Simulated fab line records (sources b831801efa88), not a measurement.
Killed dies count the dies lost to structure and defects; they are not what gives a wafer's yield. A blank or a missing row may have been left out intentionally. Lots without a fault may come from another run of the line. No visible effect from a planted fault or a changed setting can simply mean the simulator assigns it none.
Matching of chambers ; flow sky130 ; SKY_VIA1_ETCH_15 on rie-diel-04: 4 sister chambers
The step etches SiO2 in C4F8/O2/Ar, stops on TiN, target depth 351 nm, time 54 s. 8 wafers are shown with their chamber, then 9 later ones without.

WAFERS, EACH WITH ITS CHAMBER
wafer;chamber;rf-fwd-power-W (W);bias-w (W)
L077.2;0;1490;1196
L083.6;1;1480;1202
L085.1;1;1479;1207
L087.5;3;1486;1198
L087.6;2;1486;1199
L091.1;3;1481;1205
L091.2;0;1485;1198
L091.4;2;1498;1198

WAFERS WITH NO CHAMBER GIVEN
wafer;rf-fwd-power-W (W);bias-w (W)
L089.2;1496;1201
L089.4;1481;1207
L089.5;1477;1201
L092.1;1484;1196
L092.3;1480;1202
L092.5;1478;1200
L094.1;1502;1199
L094.5;1481;1202
L094.6;1491;1201

WHICH CHAMBER EACH ONE RAN IN
wafer;from the rows above;in truth
L089.2;can't be placed: 2 or 0 or 3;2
L089.4;can't be placed: 1 or 3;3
L089.5;can't be placed: 1 or 3 or 0 or 2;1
L092.1;can't be placed: 0 or 3 or 2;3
L092.3;can't be placed: 3 or 1 or 0 or 2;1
L092.5;can't be placed: 3 or 1 or 0 or 2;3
L094.1;can't be placed: 2 or 0 or 3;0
L094.5;can't be placed: 3 or 1 or 0 or 2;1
L094.6;can't be placed: 2 or 0 or 3 or 1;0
0 of 9 placed correctly. These rows do not allow placing 9 (true chamber among the candidates in 9). Placed wrongly: 0.
How it was worked out, from the rows above alone: a wafer's distance from a chamber is the root of the sum, over the readings, of the square of ((its reading less the chamber's mean) divided by the reading's scatter). If the next closest chamber is less than 2 further off than the closest, the wafer can't be placed; otherwise it belongs to the closest. A chamber's mean is the mean of its shown wafers. The scatter: take each reading less its chamber's mean, square it, sum over the shown wafers, divide by the number of wafers less the number of chambers, and take the root.
